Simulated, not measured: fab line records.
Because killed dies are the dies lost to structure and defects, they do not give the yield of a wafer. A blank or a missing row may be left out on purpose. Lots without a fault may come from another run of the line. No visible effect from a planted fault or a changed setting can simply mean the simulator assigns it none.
Matching of chambers ; flow gf180mcu ; 4 sister chambers for GF_CONTACT_CMP_27 on cmp-01
The step polishes, stops on SiO2, t overpolish 15 s, target thk 0 nm. 14 wafers are shown with their chamber, then 7 later ones without.

EACH WAFER AND ITS CHAMBER
wafer;chamber;motorCurrentA (A);headPressurePsi (psi);timeToEndpointS (s)
L392.1;1;10.7;3.505;68
L392.2;3;10.5;3.498;75
L392.4;0;10.1;3.505;72
L395.2;0;10.1;3.504;78
L395.3;2;12.2;3.511;75
L395.6;1;11.3;3.494;72
L401.2;1;10.9;3.485;69
L401.3;2;11.5;3.506;69
L401.6;3;10.7;3.501;77
L403.3;1;10.8;3.496;72
L403.5;0;10.6;3.503;73
L403.6;1;10.5;3.501;75
L413.2;3;10.6;3.501;76
L413.5;1;10.6;3.503;70

SIGNATURES (averages over the wafers above)
reading;chamber 0;chamber 1;chamber 2;chamber 3;scatter within a chamber
motorCurrentA;10.267;10.800;11.850;10.600;0.288
headPressurePsi;3.50400;3.49733;3.50850;3.50000;0.00538
timeToEndpointS;74.33;71.00;72.00;76.00;2.7
Rule: a wafer lies at a distance from a chamber equal to the root of the sum of squares, over the readings, of (its reading less the chamber's mean, divided by the reading's scatter). If the next closest chamber is less than 2 further off than the closest, the wafer can't be placed; otherwise it belongs to the closest. How the scatter is found: for the shown wafers, subtract from each reading the mean of its chamber, square and add these, divide the total by (wafers less chambers), then take the root.

WAFERS WITHOUT THEIR CHAMBER
wafer;motorCurrentA (A);headPressurePsi (psi);timeToEndpointS (s)
L413.6;11.7;3.503;71
L414.1;9.5;3.505;75
L414.3;11.6;3.497;75
L414.4;10.5;3.515;71
L415.4;10.5;3.500;81
L415.5;10.9;3.491;75
L415.6;10.5;3.495;75

WHICH CHAMBER EACH ONE RAN IN
wafer;from the rows above;in truth
L413.6;2;2
L414.1;can't be placed: 0 or 3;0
L414.3;can't be placed: 2 or 1 or 3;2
L414.4;can't be placed: 0 or 3 or 1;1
L415.4;can't be placed: 3 or 0 or 1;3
L415.5;can't be placed: 1 or 3 or 0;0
L415.6;can't be placed: 3 or 1 or 0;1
Placed correctly: 1 of 7. Unplaceable from these rows: 6, with the true chamber sitting among the candidates in 6. Number placed wrongly: 0.
